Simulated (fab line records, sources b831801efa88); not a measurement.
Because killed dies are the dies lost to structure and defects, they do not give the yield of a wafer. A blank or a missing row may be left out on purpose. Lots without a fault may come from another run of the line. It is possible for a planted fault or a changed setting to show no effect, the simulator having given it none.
What tool caused it? | flow gf180mcu | Sampling: 13 lots, 39 wafers, 5 of 602 route steps

## WHAT THE GAUGES READ, wafer by wafer
GF_VT_IMPLANT_OVL_MEAS_18. Usual: VT_IMPLANT_01_OVL gives -0.1 nm (standard deviation 1.2).
lot  | measured     | on         | VT_IMPLANT_01_OVL (nm) | flag
L173 | day 6 08:35  | overlay-01 | 2.0 0.4 0.7            |
L175 | day 7 03:24  | overlay-01 | -0.3 0.9 -0.4          |
L174 | day 7 03:32  | overlay-01 | 1.2 -0.6 -0.7          |
L176 | day 7 04:44  | overlay-01 | 2.0 0.8 2.7            |
L179 | day 7 18:23  | overlay-02 | -2.1 -2.0 -0.1         |
L178 | day 7 19:41  | overlay-01 | 0.7 -0.9 1.4           |
L181 | day 8 05:05  | overlay-01 | 0.2 0.9 2.1            |
L182 | day 8 14:44  | overlay-01 | 0.3 0.5 0.7            |
L186 | day 9 12:54  | overlay-01 | 1.0 -0.8 0.1           |
L187 | day 9 23:40  | overlay-01 | 2.6 0.6 0.6            |
L193 | day 11 11:08 | overlay-01 | -0.7 0.1 0.0           |
L194 | day 11 18:35 | overlay-01 | -2.5 -1.6 -1.3         |
L195 | day 11 22:59 | overlay-01 | -0.2 0.6 -0.2          |

GF_POLY_GATE_OVL_MEAS_11. Usual: POLY_GATE_OVL gives 1 nm (standard deviation 6.4).
lot  | measured     | on         | POLY_GATE_OVL (nm) | flag
L173 | day 9 06:20  | overlay-01 | 12 9 13            |
L175 | day 10 03:15 | overlay-02 | 10 8 10            |
L174 | day 10 02:54 | overlay-02 | 6 -1 1             |
L176 | day 10 08:17 | overlay-02 | 4 4 -1             |
L179 | day 10 20:38 | overlay-01 | 0 4 2              |
L178 | day 10 20:59 | overlay-01 | -3 -7 -8           |
L181 | day 11 09:41 | overlay-02 | -5 -13 -3          |
L182 | day 11 18:21 | overlay-02 | 2 -1 6             |
L186 | day 12 20:30 | overlay-01 | 5 11 13            |
L187 | day 13 06:50 | overlay-02 | -7 -14 -5          |
L193 | day 15 02:07 | overlay-02 | 4 5 2              |
L194 | day 15 15:11 | overlay-02 | -10 -5 -6          |
L195 | day 15 15:29 | overlay-02 | 8 6 8              |

GF_HV_LDD_CD_MEAS_46 targets a cd of 400 nm. Usual: cd_nm 400.3 nm, standard deviation 2.6.
lot  | measured     | on        | cd_nm (nm)        | flag
L173 | day 12 09:59 | cd_sem-01 | 397.2 398.7 396.0 |
L175 | day 13 09:49 | cd_sem-02 | 397.2 396.3 398.5 |
L174 | day 13 07:48 | cd_sem-02 | 400.9 400.5 401.2 |
L176 | day 13 15:41 | cd_sem-01 | 400.8 400.8 398.8 |
L179 | day 14 04:28 | cd_sem-01 | 401.3 402.2 401.4 |
L178 | day 14 05:04 | cd_sem-01 | 402.7 398.7 398.9 |
L181 | day 14 19:44 | cd_sem-02 | 401.5 400.3 399.7 |
L182 | day 15 03:47 | cd_sem-02 | 395.1 395.9 395.2 |
L186 | day 16 11:52 | cd_sem-01 | 396.5 398.1 398.1 |
L187 | day 16 21:37 | cd_sem-02 | 400.0 401.6 401.0 |
L193 | day 19 03:44 | cd_sem-01 | 307.6 308.5 310.6 | OFF
L194 | day 19 15:43 | cd_sem-02 | 309.4 309.9 310.4 | OFF
L195 | day 19 16:04 | cd_sem-01 | 395.7 395.3 395.4 |

## EACH LOT AND THE TOOL THAT RAN IT (in order: tool; ch and the chambers of the sampled wafers; start)
lot  | GF_POLY_GATE_ETCH_12               | GF_HV_LDD_DEVELOP_45
L173 | rie_diel-02 ch 1,2,3, day 9 06:22  | litho_track-01 ch 0, day 12 09:50
L175 | rie_diel-02 ch 0,1,2, day 10 03:17 | litho_track-03 ch 0, day 13 09:40
L174 | rie_diel-04 ch 0,2,3, day 10 02:56 | litho_track-02 ch 0, day 13 07:39
L176 | rie_diel-03 ch 0,2,3, day 10 08:19 | litho_track-01 ch 0, day 13 15:32
L179 | rie_diel-02 ch 1,3, day 10 20:40   | litho_track-02 ch 0, day 14 04:20
L178 | rie_diel-04 ch 0,2,3, day 10 21:01 | litho_track-03 ch 0, day 14 04:55
L181 | rie_diel-03 ch 0,2,3, day 11 09:43 | litho_track-01 ch 0, day 14 19:35
L182 | rie_diel-04 ch 0,2,3, day 11 18:23 | litho_track-01 ch 0, day 15 03:38
L186 | rie_diel-04 ch 1,2, day 12 20:32   | litho_track-03 ch 0, day 16 11:43
L187 | rie_diel-04 ch 0,2, day 13 06:52   | litho_track-02 ch 0, day 16 21:28
L193 | rie_diel-02 ch 0,1,3, day 15 02:10 | litho_track-01 ch 0, day 19 03:35
L194 | rie_diel-03 ch 0,1,3, day 15 15:13 | litho_track-01 ch 0, day 19 15:34
L195 | rie_diel-04 ch 0,1,3, day 15 15:31 | litho_track-03 ch 0, day 19 15:55
- GF_POLY_GATE_ETCH_12: etches BARC in N2/H2.
- GF_HV_LDD_DEVELOP_45: develop time 60 s.

## AS READ BY THE TOOLS THEMSELVES (means over the sampled wafers that have a number; for cases with no such wafer, the mark the record gives instead)
GF_POLY_GATE_ETCH_12. Usual: chamber_pressure_mTorr 29.999 mTorr, standard deviation 0.025; drypump_motor_current_A 5.6 A, standard deviation 0.63; oes_product_au 0.735 a.u., standard deviation 0.0044; rf_fwd_power_W 495.7 W, standard deviation 1.8; throttle_valve_pct 13.214 %, standard deviation 0.0083.
lot  | tool        | chamber_pressure_mTorr (mTorr) | drypump_motor_current_A (A) | oes_product_au (a.u.) | rf_fwd_power_W (W) | throttle_valve_pct (%) | flag
L173 | rie_diel-02 | 30.006                         | 5.9                         | 0.735                 | 497.6              | 13.216                 |
L175 | rie_diel-02 | 30.006                         | 5.6                         | 0.734                 | 495.7              | 13.214                 |
L174 | rie_diel-04 | 29.992                         | 5.2                         | 0.731                 | 495.8              | 13.219                 |
L176 | rie_diel-03 | 29.979                         | 5.7                         | 0.732                 | 495.0              | 13.212                 |
L179 | rie_diel-02 | 29.982                         | 5.8                         | 0.737                 | 495.4              | 13.210                 |
L178 | rie_diel-04 | 30.009                         | 5.2                         | 0.734                 | 496.6              | 13.213                 |
L181 | rie_diel-03 | 29.994                         | 5.7                         | 0.738                 | 495.5              | 13.217                 |
L182 | rie_diel-04 | 29.985                         | 5.2                         | 0.735                 | 495.7              | 13.216                 |
L186 | rie_diel-04 | 29.985                         | 6.0                         | 0.734                 | 495.7              | 13.225                 |
L187 | rie_diel-04 | 29.997                         | 5.3                         | 0.738                 | 494.9              | 13.217                 |
L193 | rie_diel-02 | 29.988                         | 5.6                         | 0.734                 | 494.6              | 13.218                 |
L194 | rie_diel-03 | 29.986                         | 6.1                         | 0.734                 | 494.7              | 13.209                 |
L195 | rie_diel-04 | 30.030                         | 5.5                         | 0.733                 | 495.6              | 13.214                 |

## THE ANSWER, worked out from the rows above alone
Rule: lot off if the mean of its wafers having a number is beyond 3 standard deviations from the usual mean. A lot without any number at a reading at which 4 lots or more have one is off too. The other lots that the step has rows for count as sound. After the gauges, taken in route order, come the tools' own readings; for these a lot's mean is taken, as printed above. The first step at which some lot is off is used, and at that step the reading that is off furthest; a lot without a number counts as furthest.
Off: L193, L194, at GF_HV_LDD_CD_MEAS_46 (cd_nm).
If a tool, at a process step before that reading, ran all the lots that are off and no sound lot after the first of them, it fits. Those tools and the gauges at GF_HV_LDD_CD_MEAS_46 are tried in the same way. One fits: litho_track-01 at GF_HV_LDD_DEVELOP_45. A fault onset in the window from L182 (day 15 03:38, its last sound lot) to L193 (day 19 03:35, its first lot off) fits.

## WHAT THE SIMULATOR HAD INSERTED
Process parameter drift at GF_HV_LDD_DEVELOP_45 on litho_track-01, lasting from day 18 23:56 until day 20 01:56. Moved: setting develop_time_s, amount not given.
Shown lots that were struck: L193, L194. The rule given above showed the same thing.
